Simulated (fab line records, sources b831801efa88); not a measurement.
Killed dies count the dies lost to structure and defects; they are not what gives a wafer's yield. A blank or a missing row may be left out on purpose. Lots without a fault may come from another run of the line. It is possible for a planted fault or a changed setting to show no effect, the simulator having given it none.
A struck lot beside a sound one | flow gf180mcu | 14 steps out of a route of 602
Sound: the wafers L343.2, L343.4, L343.5. Struck: wafers L349.1, L349.3, L349.4. The cause is given at the end.
Order at every step that has rows: each side's tool, ch and its chambers, its first start. Under that, the readings that differ: sound wafers | struck wafers | difference of the means | sigmas: that difference in standard deviations of wafers without a fault.
alike: readings whose means differ by less than 2 such deviations, and words and numbers that are the same on both sides. not compared: withheld readings, readings that some wafer has no value for, bounds like >300 that may hide the same value, and numbers for which the record gives no deviation and whose values overlap.
The two part at a step that has a row with sigmas, a row that says differs or no value, or rows on one side only. Numbers that have no deviation but don't overlap get no sigmas and don't part them. Lack of a reading on every wafer of one side parts them only where that side has two or more wafers.

first, 3 steps without rows for these wafers: GF_NWELL_EXPOSE_04 (exposes mask Nwell, target cd 860 nm); GF_NWELL_PEB_05; GF_NWELL_DEVELOP_06 (develop time 60 s).
GF_NWELL_OVL_MEAS_07:
  sound on overlay-02 at day 6 02:32; struck on overlay-02 at day 7 10:46
  alike: NWELL_OVL
then, 2 steps without rows for these wafers: GF_NWELL_IMPLANT_08; GF_NWELL_IMPLANT_09.
GF_NWELL_STRIP_10: strips in O2/N2.
  sound on plasma_asher-04 ch 0,1, day 6 02:52; struck on plasma_asher-02 ch 0,1, day 7 11:06
  alike: drypump_motor_current_A, heater_power_w, o2_flow_sccm, oes_product_au, strip_time_to_endpoint_s
  not compared: rf_hours_counter_h
GF_NWELL_TW_MEAS_11:
  sound on film_metro-02 at day 6 02:59; struck on film_metro-03 at day 7 11:12
  alike: NWELL_TW
then, 4 steps without rows for these wafers: GF_LVPWELL_DEHYDRATE_00 (time 60 s); GF_LVPWELL_HMDS_01 (prime time 60 s); GF_LVPWELL_COAT_02 (resist thk 3000 nm); GF_LVPWELL_SOFTBAKE_03.
GF_LVPWELL_EXPOSE_04: exposes mask LVPWELL, target cd 600 nm.
  struck on iline_stepper-01, day 7 19:17; sound on iline_stepper-01 ch 0, day 6 10:05
  no value came back on the struck wafers for exposure_dose_mJ_cm2, focus_offset_nm (nm), stage_vel_mm_s (mm/s); on the sound wafers exposure_dose_mJ_cm2 reads 255.92 255.82 256.21
  alike: mask
after that, 1 step had no rows for these wafers: GF_LVPWELL_PEB_05.

## WHERE THEY PART
Only at GF_LVPWELL_EXPOSE_04, as far as this record shows.

WHY: the cause the simulator had injected
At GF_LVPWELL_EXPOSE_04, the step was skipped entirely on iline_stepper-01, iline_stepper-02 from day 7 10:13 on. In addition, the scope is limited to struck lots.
